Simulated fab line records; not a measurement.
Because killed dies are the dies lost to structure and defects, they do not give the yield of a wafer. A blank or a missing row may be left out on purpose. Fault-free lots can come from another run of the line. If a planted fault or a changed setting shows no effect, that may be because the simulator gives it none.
The same fault as seen by 2 desks || flow sky130 || each desk has only its own numbers; what lay behind them comes last

## THE METROLOGY DESK
What the gauges read, lot by lot, whatever tool the lot ran on: means of the sampled wafers that have a number. Any lot whose mean is over 4 standard deviations away from the usual mean is out of limits and marked OUT; that distance is given in the brackets.
Columns: A = VT_ADJUST_PCH_TW at SKY_VT_ADJUST_PCH_TW_MEAS_10, usual 143.0; B = SONOS_ONO_CVD_04_THK at SKY_SONOS_ONO_THK_MEAS_05, usual 5.09 nm; C = POLY_GATE_CVD_00_THK at SKY_POLY_GATE_THK_MEAS_01, usual 180.7 nm; D = cd_nm at SKY_POLY_GATE_CD_MEAS_13, usual 150.2 nm
{"lot": "L767", "first seen here": "day 11 00:52", "A": 144.6, "B": 5.20, "C": 179.2, "D": 151.2}
{"lot": "L769", "first seen here": "day 11 07:58", "A": 144.5, "B": 5.09, "C": 177.4, "D": 149.2}
{"lot": "L774", "first seen here": "day 12 17:32", "A": 143.6, "B": 5.24, "C": "153.2 (-14) OUT", "D": 150.3}
{"lot": "L780", "first seen here": "day 14 20:04", "A": 143.0, "B": 4.98, "C": 183.2, "D": 151.5}
{"lot": "L782", "first seen here": "day 15 09:27", "A": 143.4, "B": 5.04, "C": 183.0, "D": 148.6}
{"lot": "L783", "first seen here": "day 15 21:32", "A": 143.3, "B": 5.04, "C": 178.6, "D": 152.4}
{"lot": "L784", "first seen here": "day 16 02:04", "A": 142.8, "B": 5.13, "C": 182.5, "D": 150.8}
{"lot": "L785", "first seen here": "day 16 09:16", "A": 144.4, "B": 5.15, "C": 179.9, "D": 149.2}
{"lot": "L786", "first seen here": "day 16 16:42", "A": 143.1, "B": 5.04, "C": 179.0, "D": 149.2}
{"lot": "L787", "first seen here": "day 17 03:32", "A": 141.7, "B": 5.02, "C": 180.9, "D": 147.5}
{"lot": "L789", "first seen here": "day 17 17:32", "A": 145.2, "B": 5.08, "C": 178.2, "D": 150.1}
This desk finds L774 out of limits, with the earliest case on L774 at day 16 17:55 (POLY_GATE_CVD_00_THK at SKY_POLY_GATE_THK_MEAS_01). L767, L769, L780, L782, L783, L784, L785, L786, L787, L789 stayed within limits.

## TOOL OWNER'S DESK, lpcvd-01
The tool's own readings at SKY_POLY_GATE_CVD_00 (deposits poly-Si, target thk 180 nm, time 720 s): means of the sampled wafers that have a number, for each lot that ran on this tool. Any lot whose mean is over 4 standard deviations away from the usual mean is out of limits and marked OUT; that distance is given in the brackets.
Columns: A = spike_tc_bottom_C at SKY_POLY_GATE_CVD_00, usual 641.2 C; B = spike_tc_centre_C at SKY_POLY_GATE_CVD_00, usual 621.6 C; C = spike_tc_lower_C at SKY_POLY_GATE_CVD_00, usual 620.0 C; D = spike_tc_upper_C at SKY_POLY_GATE_CVD_00, usual 619.2 C; E = susceptor_temp_C at SKY_POLY_GATE_CVD_00, usual 619.96 C
{"lot": "L767", "first seen here": "day 14 13:15", "A": 641.0, "B": 622.1, "C": 619.6, "D": 618.4, "E": 620.19}
{"lot": "L769", "first seen here": "day 15 04:22", "A": 641.6, "B": 620.7, "C": 619.6, "D": 620.8, "E": 619.51}
{"lot": "L774", "first seen here": "day 16 16:07", "A": "634.0 (-7.2) OUT", "B": "614.7 (-5.0) OUT", "C": "611.9 (-8.4) OUT", "D": "611.1 (-6.8) OUT", "E": "612.17 (-28) OUT"}
{"lot": "L780", "first seen here": "day 19 18:50", "A": 641.1, "B": 622.4, "C": 619.5, "D": 618.8, "E": 619.83}
{"lot": "L782", "first seen here": "day 19 21:02", "A": 642.1, "B": 622.3, "C": 619.9, "D": 618.9, "E": 619.81}
{"lot": "L783", "first seen here": "day 20 03:01", "A": 641.4, "B": 622.7, "C": 620.6, "D": 618.8, "E": 619.78}
{"lot": "L784", "first seen here": "day 20 03:01", "A": 641.8, "B": 621.1, "C": 621.2, "D": 618.5, "E": 619.83}
{"lot": "L785", "first seen here": "day 20 09:41", "A": 640.8, "B": 620.6, "C": 620.5, "D": 620.1, "E": 620.09}
{"lot": "L786", "first seen here": "day 20 19:23", "A": 641.8, "B": 622.3, "C": 620.8, "D": 618.2, "E": 620.00}
{"lot": "L787", "first seen here": "day 21 07:29", "A": 640.5, "B": 622.8, "C": 619.9, "D": 619.9, "E": 620.16}
{"lot": "L789", "first seen here": "day 21 20:08", "A": 641.6, "B": 619.9, "C": 620.5, "D": 619.6, "E": 620.19}
This desk's verdict: out of limits on L774, starting with L774 at day 16 16:07 (spike_tc_bottom_C at SKY_POLY_GATE_CVD_00). L767, L769, L780, L782, L783, L784, L785, L786, L787, L789 stayed within limits.

## TAKEN TOGETHER
On L774, at day 16 16:07, an alarm was possible from the tool owner's desk.
On L774, the metrology desk was in a position to raise an alarm at day 16 17:55.
On lpcvd-01, each named lot ran SKY_POLY_GATE_CVD_00.

## WHAT HAD BEEN PUT IN BY THE SIMULATOR
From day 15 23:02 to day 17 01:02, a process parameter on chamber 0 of lpcvd-01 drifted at SKY_POLY_GATE_CVD_00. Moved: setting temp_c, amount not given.
Struck lots among those shown: L774.
Time in hours from fault onset to the first out-of-limits reading at each desk: tool owner's desk 17, metrology desk 19.
